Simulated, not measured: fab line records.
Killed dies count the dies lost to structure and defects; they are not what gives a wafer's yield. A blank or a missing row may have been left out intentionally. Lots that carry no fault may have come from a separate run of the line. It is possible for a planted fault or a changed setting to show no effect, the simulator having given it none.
Which tool is to blame? :: flow sky130 :: 33 wafers from 11 lots sampled at 2 of the route's 708 steps

== WHAT THE GAUGES READ, wafer by wafer ==
SKY_FIELD_ISO_THK_MEAS_04.
lot: L411
measured: day 1 22:14
on: film metro-02
FIELD_ISO_CVD_03_THK (nm): 165.5 163.7 164.0

lot: L412
measured: day 2 04:09
on: film metro-04
FIELD_ISO_CVD_03_THK (nm): 162.0 163.1 163.8

lot: L413
measured: day 2 08:11
on: film metro-03
FIELD_ISO_CVD_03_THK (nm): 165.3 164.4 164.6

lot: L414
measured: day 2 12:23
on: film metro-03
FIELD_ISO_CVD_03_THK (nm): 164.2 163.9 164.3

lot: L415
measured: day 2 16:44
on: film metro-04
FIELD_ISO_CVD_03_THK (nm): 162.0 161.7 162.1

lot: L418
measured: day 3 06:37
on: film metro-04
FIELD_ISO_CVD_03_THK (nm): 154.9 155.2 154.1

lot: L419
measured: day 3 10:47
on: film metro-02
FIELD_ISO_CVD_03_THK (nm): 155.1 155.4 154.0

lot: L420
measured: day 3 15:29
on: film metro-03
FIELD_ISO_CVD_03_THK (nm): 152.9 153.2 154.6

lot: L421
measured: day 3 21:56
on: film metro-02
FIELD_ISO_CVD_03_THK (nm): 151.1 151.4 151.8

lot: L432
measured: day 6 09:07
on: film metro-02
FIELD_ISO_CVD_03_THK (nm): 164.8 163.5 163.7

lot: L433
measured: day 6 13:35
on: film metro-03
FIELD_ISO_CVD_03_THK (nm): 165.1 163.9 164.1

== TOOL THAT RAN EACH LOT (tool first, then ch and the chambers of the sampled wafers, then the start) ==
lot: L411
SKY_FIELD_ISO_CVD_03: lpcvd-02 ch 0, day 1 18:13

lot: L412
SKY_FIELD_ISO_CVD_03: lpcvd-02 ch 1, day 2 01:28

lot: L413
SKY_FIELD_ISO_CVD_03: lpcvd-02 ch 1, day 2 06:24

lot: L414
SKY_FIELD_ISO_CVD_03: lpcvd-02 ch 0, day 2 10:36

lot: L415
SKY_FIELD_ISO_CVD_03: lpcvd-02 ch 0, day 2 14:57

lot: L418
SKY_FIELD_ISO_CVD_03: lpcvd-02 ch 1, day 3 04:50

lot: L419
SKY_FIELD_ISO_CVD_03: lpcvd-02 ch 0, day 3 08:59

lot: L420
SKY_FIELD_ISO_CVD_03: lpcvd-02 ch 1, day 3 13:41

lot: L421
SKY_FIELD_ISO_CVD_03: lpcvd-02 ch 0, day 3 20:08

lot: L432
SKY_FIELD_ISO_CVD_03: lpcvd-02 ch 0, day 6 06:25

lot: L433
SKY_FIELD_ISO_CVD_03: lpcvd-02 ch 0, day 6 10:55
- SKY_FIELD_ISO_CVD_03: deposits Si3N4 from DCS/NH3, target thk 165 nm, time 2830 s.

== THE ANSWER, worked out from the rows above alone ==
Rule: the usual values come from the lots themselves. The widest of any qualifying gaps counts: lots, ordered by their means at a reading, are off when they make up no more than a third of the lots, leave a main group of 4 or more, and stand apart from it by 3 or more times the standard deviation of that group's means. If all means in a main group match to the digits the tables above print for the reading, that group is not used. Also off: a lot with no number at a reading for which 4 or more lots have one. All remaining lots with rows at the step are treated as sound.
Nothing can be told from this: no lot is off at any reading shown.

== WHAT THE SIMULATOR HAD INSERTED ==
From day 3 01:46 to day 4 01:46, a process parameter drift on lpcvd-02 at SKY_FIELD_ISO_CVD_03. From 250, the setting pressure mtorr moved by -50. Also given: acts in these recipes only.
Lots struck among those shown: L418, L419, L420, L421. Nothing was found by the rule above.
